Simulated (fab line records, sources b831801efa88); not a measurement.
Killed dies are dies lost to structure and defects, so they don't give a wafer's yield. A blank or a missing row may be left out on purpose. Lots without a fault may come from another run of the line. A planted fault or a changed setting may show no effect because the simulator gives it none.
fab line records | flow sky130
record lots=13 wafers=39 last_day=51
route steps=708 shown VT_ADJUST_NCORE@126 SONOS_ONO@169 GATE_OXIDE@189 PAD_OPEN@708
lots that met no fault: from a run of the same line without faults
start_h: hours from the record's first day to the start of the lot's first wafer shown | wait_h: hours since the lot's step before | " the same as in the row above | L1.1+2: a row that stands for several wafers | - no value, or no start given | * or withheld: withheld | < > ~ a bound
route shown NAME@n: a module of which the file shows steps, and the number in the route of the first | usual: mean/standard deviation of fault-free wafers | same: alike in all rows | chamber/n: place in a boat | sites: the reading at each site | _std_site: their standard deviation | _edge_site: outer sites' mean less inner sites' | radius_mm: how far each site lies from the wafer's centre | mask NAME#n: copy n | behind: the tool/chamber that last shaped the wafer | hold: why the lot was held/for how many hours/how that ended | device: the transistor (n, p or np) that didn't switch | end of line: the same wafers' tests at the end of the route | a step without rows: its recipe alone | killed: dies lost to structure and defects at the first sort, not the wafer's yield | map: a wafer's dies, x killed, . not, _ none there
set.NAME: the setting as run; set.NAME@STEP: as run at that earlier step | model.NAME: the simulator's own value behind a step, which no gauge read
steps of the route over a sample of lots; a table a step, a row a wafer
services: from which hour (start_h, from the record's first day; less than 0 if before it) a tool's chamber was out of use, for how many hours, and why
## steps
# step SKY_VT_ADJUST_NCORE_CD_MEAS_07
# recipe target_cd_nm=380
# usual cd_nm=379.6/2.4
# columns lot.wafer tool chamber start_h wait_h cd_nm
L370.2 cd_sem-02 - 191.01 0.2 379.7
L370.4 " - " " 378.7
L370.5 " - " " 378.7
L371.1 cd_sem-01 - 196.42 0.1 379.2
L371.3 " - " " 380.8
L371.4 " - " " 379.2
L372.1 cd_sem-02 - 202.97 0.1 383.5
L372.4 " - " " 383.9
L372.6 " - " " 382.8
L373.1 cd_sem-01 - 210.35 0.1 376.5
L373.2 " - " " 378.3
L373.6 " - " " 376.9
L374.1 cd_sem-02 - 219.82 0.1 374.4
L374.4 " - " " 372.4
L374.6 " - " " 376.9
L376.3 cd_sem-02 - 229.64 0.1 381.8
L376.5 " - " " 381.4
L376.6 " - " " 379.5
L377.3 cd_sem-02 - 237.49 0.1 373.2
L377.4 " - " " 374.4
L377.6 " - " " 377.0
L378.1 cd_sem-01 - 244.82 0.1 381.6
L378.2 " - " " 379.5
L378.3 " - " " 381.0
L380.2 cd_sem-02 - 256.57 0.1 379.4
L380.3 " - " " 381.0
L380.6 " - " " 380.3
L383.1 cd_sem-02 - 276.47 0.2 379.8
L383.2 " - " " 381.3
L383.5 " - " " 378.4
L391.1 cd_sem-02 - 340.42 0.1 379.7
L391.4 " - " " 379.1
L391.6 " - " " 378.2
L392.3 cd_sem-01 - 342.11 0.1 380.0
L392.5 " - " " 381.5
L392.6 " - " " 381.1
L393.2 cd_sem-01 - 345.14 0.1 379.6
L393.3 " - " " 377.2
L393.6 " - " " 378.6
# step SKY_SONOS_ONO_THK_MEAS_01
# recipe reads=SiO2_of_SONOS_ONO_OXIDATION_00
# usual SONOS_ONO_OXIDATION_THK=2.59/0.055
# columns lot.wafer tool chamber start_h wait_h SONOS_ONO_OXIDATION_THK[nm]
L370.2 film_metro-04 - 261.58 0.0 2.60
L370.4 " - " " 2.61
L370.5 " - " " 2.61
L371.1 film_metro-02 - 267.39 0.0 2.62
L371.3 " - " " 2.58
L371.4 " - " " 2.52
L372.1 film_metro-03 - 275.60 0.0 2.63
L372.4 " - " " 2.64
L372.6 " - " " 2.66
L373.1 film_metro-04 - 282.98 0.0 2.64
L373.2 " - " " 2.57
L373.6 " - " " 2.63
L374.1 film_metro-03 - 295.32 0.0 2.65
L374.4 " - " " 2.61
L374.6 " - " " 2.62
L376.3 film_metro-04 - 306.36 0.0 2.57
L376.5 " - " " 2.56
L376.6 " - " " 2.67
L377.3 film_metro-04 - 317.05 0.0 2.60
L377.4 " - " " 2.64
L377.6 " - " " 2.52
L378.1 film_metro-04 - 324.31 0.0 2.51
L378.2 " - " " 2.47
L378.3 " - " " 2.44
L380.2 film_metro-03 - 335.19 0.0 2.64
L380.3 " - " " 2.67
L380.6 " - " " 2.68
L383.1 film_metro-04 - 358.88 0.0 2.72
L383.2 " - " " 2.67
L383.5 " - " " 2.70
L391.1 film_metro-02 - 431.74 0.0 2.63
L391.4 " - " " 2.56
L391.6 " - " " 2.59
L392.3 film_metro-04 - 433.67 0.0 2.61
L392.5 " - " " 2.53
L392.6 " - " " 2.62
L393.2 film_metro-02 - 436.51 0.0 2.52
L393.3 " - " " 2.61
L393.6 " - " " 2.51
# step SKY_SONOS_ONO_CVD_02
# recipe material=Si3N4 precursor=DCS/NH3 target_thk_nm=10.5 temp_c=770 time_s=180 pressure_mtorr=250
# usual pressure_mtorr=250.0/0.47
# columns lot.wafer tool chamber start_h wait_h pressure_mtorr
L370.2 lpcvd-02 0 261.63 0.0 250.6
L370.4 " 0 " " 250.8
L370.5 " 0 " " 250.4
L371.1 lpcvd-02 1 268.60 1.2 249.8
L371.3 " 1 " " 250.4
L371.4 " 1 " " 250.4
L372.1 lpcvd-02 1 278.27 2.7 249.4
L372.4 " 1 " " 250.2
L372.6 " 1 " " 250.0
L373.1 lpcvd-02 0 284.31 1.3 250.3
L373.2 " 0 " " 250.4
L373.6 " 0 " " 250.8
L374.1 lpcvd-02 1 296.48 1.2 251.0
L374.4 " 1 " " 250.8
L374.6 " 1 " " 250.2
L376.3 lpcvd-02 0 306.40 0.0 249.8
L376.5 " 0 " " 250.0
L376.6 " 0 " " 249.3
L377.3 lpcvd-02 0 317.09 0.0 250.4
L377.4 " 0 " " 250.7
L377.6 " 0 " " 249.5
L378.1 lpcvd-02 0 325.46 1.1 250.4
L378.2 " 0 " " 249.4
L378.3 " 0 " " 249.6
L380.2 lpcvd-02 1 337.46 2.3 249.9
L380.3 " 1 " " 249.8
L380.6 " 1 " " 249.6
L383.1 lpcvd-02 0 364.54 5.6 300.1
L383.2 " 0 " " 299.9
L383.5 " 0 " " 299.9
L391.1 lpcvd-02 1 431.80 0.1 250.7
L391.4 " 1 " " 249.5
L391.6 " 1 " " 250.9
L392.3 lpcvd-02 1 435.09 1.4 250.1
L392.5 " 1 " " 249.1
L392.6 " 1 " " 249.7
L393.2 lpcvd-02 1 437.50 1.0 249.8
L393.3 " 1 " " 250.2
L393.6 " 1 " " 249.8
# step SKY_SONOS_ONO_THK_MEAS_03
# recipe reads=Si3N4_of_SONOS_ONO_CVD_02
# usual SONOS_ONO_CVD_02_THK=10.62/0.16
# columns lot.wafer tool chamber start_h wait_h SONOS_ONO_CVD_02_THK[nm]
L370.2 film_metro-02 - 262.69 0.0 10.66
L370.4 " - " " 10.52
L370.5 " - " " 10.63
L371.1 film_metro-02 - 269.65 0.0 10.62
L371.3 " - " " 10.75
L371.4 " - " " 10.66
L372.1 film_metro-04 - 279.84 0.0 10.76
L372.4 " - " " 10.72
L372.6 " - " " 10.86
L373.1 film_metro-02 - 285.36 0.0 10.45
L373.2 " - " " 10.53
L373.6 " - " " 10.54
L374.1 film_metro-04 - 297.53 0.0 10.62
L374.4 " - " " 10.43
L374.6 " - " " 10.40
L376.3 film_metro-02 - 307.47 0.0 10.78
L376.5 " - " " 10.82
L376.6 " - " " 10.80
L377.3 film_metro-02 - 318.16 0.0 10.83
L377.4 " - " " 10.81
L377.6 " - " " 10.72
L378.1 film_metro-04 - 326.51 0.0 10.68
L378.2 " - " " 10.75
L378.3 " - " " 10.71
L380.2 film_metro-02 - 338.52 0.0 10.33
L380.3 " - " " 10.52
L380.6 " - " " 10.37
L383.1 film_metro-02 - 365.59 0.0 11.27
L383.2 " - " " 11.20
L383.5 " - " " 11.17
L391.1 film_metro-02 - 432.85 0.0 10.76
L391.4 " - " " 10.73
L391.6 " - " " 10.64
L392.3 film_metro-03 - 436.16 0.0 10.57
L392.5 " - " " 10.61
L392.6 " - " " 10.51
L393.2 film_metro-02 - 438.56 0.0 10.63
L393.3 " - " " 10.72
L393.6 " - " " 10.81
# step SKY_GATE_OXIDE_THK_MEAS_02
# recipe reads=SiO2_of_GATE_OXIDE_OXIDATION_01
# usual GATE_OXIDE_OXIDATION_00_THK=10.19/0.21
# columns lot.wafer tool chamber start_h wait_h GATE_OXIDE_OXIDATION_00_THK[nm]
L370.2 film_metro-01 - 291.09 0.0 9.93
L370.4 " - " " 10.16
L370.5 " - " " 10.12
L371.1 film_metro-03 - 299.83 0.0 10.45
L371.3 " - " " 10.39
L371.4 " - " " 10.36
L372.1 film_metro-02 - 309.71 0.0 9.85
L372.4 " - " " 9.93
L372.6 " - " " 9.79
L373.1 film_metro-03 - 316.00 0.0 9.92
L373.2 " - " " 10.03
L373.6 " - " " 9.76
L374.1 film_metro-02 - 327.12 0.0 10.22
L374.4 " - " " 10.06
L374.6 " - " " 10.02
L376.3 film_metro-03 - 337.33 0.0 10.10
L376.5 " - " " 10.12
L376.6 " - " " 10.08
L377.3 film_metro-02 - 349.21 0.0 10.38
L377.4 " - " " 10.11
L377.6 " - " " 10.26
L378.1 film_metro-02 - 358.84 0.0 10.17
L378.2 " - " " 10.33
L378.3 " - " " 9.94
L380.2 film_metro-02 - 370.77 0.0 10.34
L380.3 " - " " 10.51
L380.6 " - " " 10.35
L383.1 film_metro-03 - 398.12 0.0 10.11
L383.2 " - " " 10.33
L383.5 " - " " 10.26
L391.1 film_metro-01 - 469.11 0.0 10.33
L391.4 " - " " 10.30
L391.6 " - " " 10.23
L392.3 film_metro-03 - 471.01 0.0 9.89
L392.5 " - " " 9.84
L392.6 " - " " 9.85
L393.2 film_metro-02 - 474.44 0.0 10.34
L393.3 " - " " 10.61
L393.6 " - " " 10.54
# step SKY_PAD_OPEN_PROBE_99
# usual killed_at_M0_to_M3=43/7.3 killed_at_M4_up=3.4/2.1 killed_at_contacts=24/5.9 killed_at_front_end=14/4 killed_at_other=0.3/0.54 killed_dies=85/10 killed_open=46/7.7 killed_short=38/6
# same gross_dies=492 killed_at_back_side=0
# columns lot.wafer tool chamber start_h wait_h killed_at_M0_to_M3 killed_at_M4_up killed_at_contacts killed_at_front_end killed_at_other killed_dies killed_open killed_short
L391.1 prober-01 - 1210.49 0.1 35 4 21 9 1 70 28 41
L391.4 prober-01 - 1210.64 0.2 37 8 16 17 0 78 43 34
L391.6 prober-01 - 1210.74 0.2 40 2 30 10 0 82 46 35
# killed by level:class
L391.1 CONTACT:geometric_particle:short=7 METAL1:geometric_particle:short=7 VIA1:geometric_particle:open=6 METAL2:geometric_particle:short=5 POLY_GATE:geometric_particle:short=4 LI_CONTACT:geometric_particle:open=4 VIA2:geometric_particle:short=4 VIA2:geometric_particle:open=4
L391.4 VIA1:geometric_particle:open=7 VIA3:geometric_particle:open=7 CONTACT:geometric_particle:open=6 METAL4:geometric_particle:short=6 METAL1:geometric_particle:short=5 VIA2:geometric_particle:open=5 FIELD_ISO:geometric_particle:open=4 LOCAL_INTERCONNECT:geometric_particle:short=4
L391.6 LI_CONTACT:geometric_particle:open=8 CONTACT:geometric_particle:short=8 CONTACT:geometric_particle:open=7 VIA2:geometric_particle:open=6 VIA3:geometric_particle:open=6 VIA1:geometric_particle:open=5 POLY_GATE:geometric_particle:open=4 METAL1:geometric_particle:short=4
## services
# columns tool chamber start_h hours kind
lpcvd-02 - 328.24 0.6 repair
lpcvd-02 - 359.01 5.5 repair
## key
first_sign step=SKY_SONOS_ONO_CVD_02 reading=pressure_mtorr direction=up sigmas=99+ usual=250.0 struck=300.0
effect step=SKY_SONOS_ONO_THK_MEAS_03 reading=SONOS_ONO_CVD_02_THK direction=up sigmas=3.8 usual=10.62 struck=11.21
met_at SKY_SONOS_ONO_CVD_02
struck_lots L383
struck_wafers L383.1,L383.2,L383.5
tester_left_out L383
not_acting_at SKY_VT_ADJUST_NCORE_CD_MEAS_07,SKY_SONOS_ONO_THK_MEAS_01,SKY_GATE_OXIDE_THK_MEAS_02
onset_between 325.46 364.54
fault kind=process_parameter_drift tool=lpcvd-02 chamber=0 onset_h=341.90 steps=SKY_SONOS_ONO_CVD_02 channel=pressure_mtorr offset=50 shape=step end_h=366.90 acts_in=these_recipes_only stated=250
# tester_left_out: of these lots the tester's yield and bins aren't shown, on N5 and GAA mostly nor the transistor test; their killed dies are dies lost to structure and defects alone, not to doping, threshold or leakage, so they don't give the yield
